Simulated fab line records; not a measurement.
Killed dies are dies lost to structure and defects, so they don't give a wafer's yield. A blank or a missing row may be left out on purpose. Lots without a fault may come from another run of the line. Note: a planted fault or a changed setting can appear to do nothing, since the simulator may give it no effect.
Which tool is to blame? || flow gf180mcu || 13 lots, 39 wafers sampled, at 2 steps of a route of 602

== WHAT EACH GAUGE READ, for each wafer ==
GF_STI_THK_MEAS_24.
{"lot": "L794", "measured": "day 2 04:40", "on": "film metro-01", "STI_CVD_23_THK (nm)": "655 654 648"}
{"lot": "L795", "measured": "day 2 09:52", "on": "film metro-01", "STI_CVD_23_THK (nm)": "642 650 650"}
{"lot": "L797", "measured": "day 2 22:19", "on": "film metro-01", "STI_CVD_23_THK (nm)": "646 645 644"}
{"lot": "L799", "measured": "day 3 04:55", "on": "film metro-03", "STI_CVD_23_THK (nm)": "642 647 644"}
{"lot": "L800", "measured": "day 3 11:23", "on": "film metro-01", "STI_CVD_23_THK (nm)": "652 658 658"}
{"lot": "L801", "measured": "day 3 15:34", "on": "film metro-03", "STI_CVD_23_THK (nm)": "647 646 645"}
{"lot": "L809", "measured": "day 5 08:36", "on": "film metro-01", "STI_CVD_23_THK (nm)": "639 647 643"}
{"lot": "L810", "measured": "day 5 14:21", "on": "film metro-03", "STI_CVD_23_THK (nm)": "646 644 645"}
{"lot": "L811", "measured": "day 5 20:00", "on": "film metro-01", "STI_CVD_23_THK (nm)": "645 639 655"}
{"lot": "L812", "measured": "day 6 00:58", "on": "film metro-03", "STI_CVD_23_THK (nm)": "648 646 646"}
{"lot": "L813", "measured": "day 6 05:04", "on": "film metro-02", "STI_CVD_23_THK (nm)": "655 652 650"}
{"lot": "L816", "measured": "day 6 21:56", "on": "film metro-02", "STI_CVD_23_THK (nm)": "651 632 641"}
{"lot": "L817", "measured": "day 7 02:51", "on": "film metro-01", "STI_CVD_23_THK (nm)": "633 640 640"}

GF_NWELL_TW_MEAS_11.
{"lot": "L794", "measured": "day 3 10:02", "on": "film metro-01", "NWELL_TW": "1574 1577 1574"}
{"lot": "L795", "measured": "day 3 15:47", "on": "film metro-01", "NWELL_TW": "1569 1569 1572"}
{"lot": "L797", "measured": "day 4 04:52", "on": "film metro-03", "NWELL_TW": "1584 1576 1586"}
{"lot": "L799", "measured": "day 4 11:14", "on": "film metro-03", "NWELL_TW": "1583 1574 1585"}
{"lot": "L800", "measured": "day 4 17:09", "on": "film metro-04", "NWELL_TW": "1579 1573 1583"}
{"lot": "L801", "measured": "day 4 21:40", "on": "film metro-03", "NWELL_TW": "1575 1585 1582"}
{"lot": "L809", "measured": "day 6 18:37", "on": "film metro-03", "NWELL_TW": "1596 1585 1588"}
{"lot": "L810", "measured": "day 6 23:13", "on": "film metro-04", "NWELL_TW": "1579 1579 1574"}
{"lot": "L811", "measured": "day 7 04:59", "on": "film metro-03", "NWELL_TW": "1590 1575 1586"}
{"lot": "L812", "measured": "day 7 10:34", "on": "film metro-04", "NWELL_TW": "1582 1571 1576"}
{"lot": "L813", "measured": "day 7 15:53", "on": "film metro-04", "NWELL_TW": "1575 1585 1583"}
{"lot": "L816", "measured": "day 8 09:44", "on": "film metro-04", "NWELL_TW": "1576 1570 1580"}
{"lot": "L817", "measured": "day 8 14:02", "on": "film metro-03", "NWELL_TW": "1582 1578 1576"}

== WHAT TOOL EACH LOT RAN ON (gives the tool, then ch and the chambers of the sampled wafers, and finally the start) ==
No process step before these readings appears in the record.

== WHAT THE TOOLS THEMSELVES READ (means of the sampled wafers that have a number; where no wafer has one, the mark that the record gives instead) ==
The record holds no such reading with a usual standard deviation.

== THE ANSWER, worked out from the rows above alone ==
Rule: what is usual is taken from the lots themselves. The widest of any qualifying gaps counts: lots, ordered by their means at a reading, are off when they make up no more than a third of the lots, leave a main group of 4 or more, and stand apart from it by 3 or more times the standard deviation of that group's means. If all means in a main group match to the digits the tables above print for the reading, that group is not used. Also off: a lot with no number at a reading for which 4 or more lots have one. Where the step has rows for the other lots, those lots are counted as sound. First the gauges in route order, then the tools' own readings, where a lot's mean is used as printed above. The first step at which some lot is off is used, and at that step the reading that is off furthest; a lot without a number counts as furthest.
Across all readings shown, no lot is off: no conclusion can be drawn from this.

== WHAT WAS PUT IN BY THE SIMULATOR ==
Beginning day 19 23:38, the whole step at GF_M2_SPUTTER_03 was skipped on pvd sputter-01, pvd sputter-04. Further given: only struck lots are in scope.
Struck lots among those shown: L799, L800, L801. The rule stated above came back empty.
